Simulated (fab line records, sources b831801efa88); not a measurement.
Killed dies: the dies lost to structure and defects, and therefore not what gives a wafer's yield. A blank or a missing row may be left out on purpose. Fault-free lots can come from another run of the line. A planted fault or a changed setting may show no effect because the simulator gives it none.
Which tool is to blame?	flow sfq_line	7 lots with 20 wafers sampled at 4 steps, on a route of 325 steps

WHAT EACH GAUGE READ, for each wafer
SFQ_M6_OVL_MEAS_940.
lot	measured	on	M6_OVL (nm)
L345	day 70 22:50	overlay-02	2 1 3
L347	day 72 00:03	overlay-01	-2 -6
L353	day 82 12:16	overlay-01	-4 6 3
L355	day 83 07:38	overlay-02	-4 -3 -15
L357	day 83 14:50	overlay-02	-5 -14 -9
L360	day 84 01:38	overlay-02	1 2 1
L362	day 84 07:38	overlay-01	9 11 5

WHAT TOOL EACH LOT RAN ON (gives the tool, then ch and the chambers of the sampled wafers, and finally the start)
lot	SFQ_TRILAYER_I0_CMP_CMP_028	SFQ_TRILAYER_I0_METRO_MEASURE_029	SFQ_TRILAYER_I0_VIA_ETCH_VIA_ETCH_034
L345	cmp-01 ch 1,2,3, day 13 09:03	film_metro-02, day 13 11:40	rie_diel-04 ch 0,2, day 19 06:23
L347	cmp-01 ch 3, day 14 15:53	film_metro-01, day 14 19:00	rie_diel-04 ch 2,3, day 20 15:14
L353	cmp-01 ch 0,3, day 17 05:44	film_metro-01, day 17 08:52	rie_diel-03 ch 2,3, day 23 23:46
L355	cmp-02 ch 1,2,3, day 17 16:46	film_metro-02, day 17 18:47	rie_diel-04 ch 0,1,2, day 24 12:53
L357	cmp-01 ch 0,1,3, day 18 03:28	film_metro-01, day 18 05:35	rie_diel-04 ch 1,3, day 25 03:59
L360	cmp-02 ch 0,2,3, day 19 09:14	film_metro-04, day 19 12:21	rie_diel-03 ch 0,2,3, day 26 03:59
L362	cmp-01 ch 0,1,2, day 20 10:28	film_metro-02, day 20 13:47	rie_diel-03 ch 0,1,2, day 27 02:47
- SFQ_TRILAYER_I0_CMP_CMP_028: polishes SiO2.
- SFQ_TRILAYER_I0_METRO_MEASURE_029
- SFQ_TRILAYER_I0_VIA_ETCH_VIA_ETCH_034: etches SiO2 in CHF3, stops on Nb, target depth 260 nm.

THE ANSWER, worked out from the rows above alone
Rule: the lots themselves supply what counts as usual. Put in order of their means at a reading, lots are off if they are a third of the lots or fewer, leave a main group of 4 or more, and stand apart from it by a gap of 3 or more times the standard deviation of the main group's means; of several such gaps the widest counts. If all means in a main group match to the digits the tables above print for the reading, that group is not used. A lot without any number at a reading at which 4 lots or more have one is off too. Where the step has rows for the other lots, those lots are counted as sound.
Nothing can be told from this: no lot is off at any reading shown.

WHAT THE SIMULATOR HAD PUT IN
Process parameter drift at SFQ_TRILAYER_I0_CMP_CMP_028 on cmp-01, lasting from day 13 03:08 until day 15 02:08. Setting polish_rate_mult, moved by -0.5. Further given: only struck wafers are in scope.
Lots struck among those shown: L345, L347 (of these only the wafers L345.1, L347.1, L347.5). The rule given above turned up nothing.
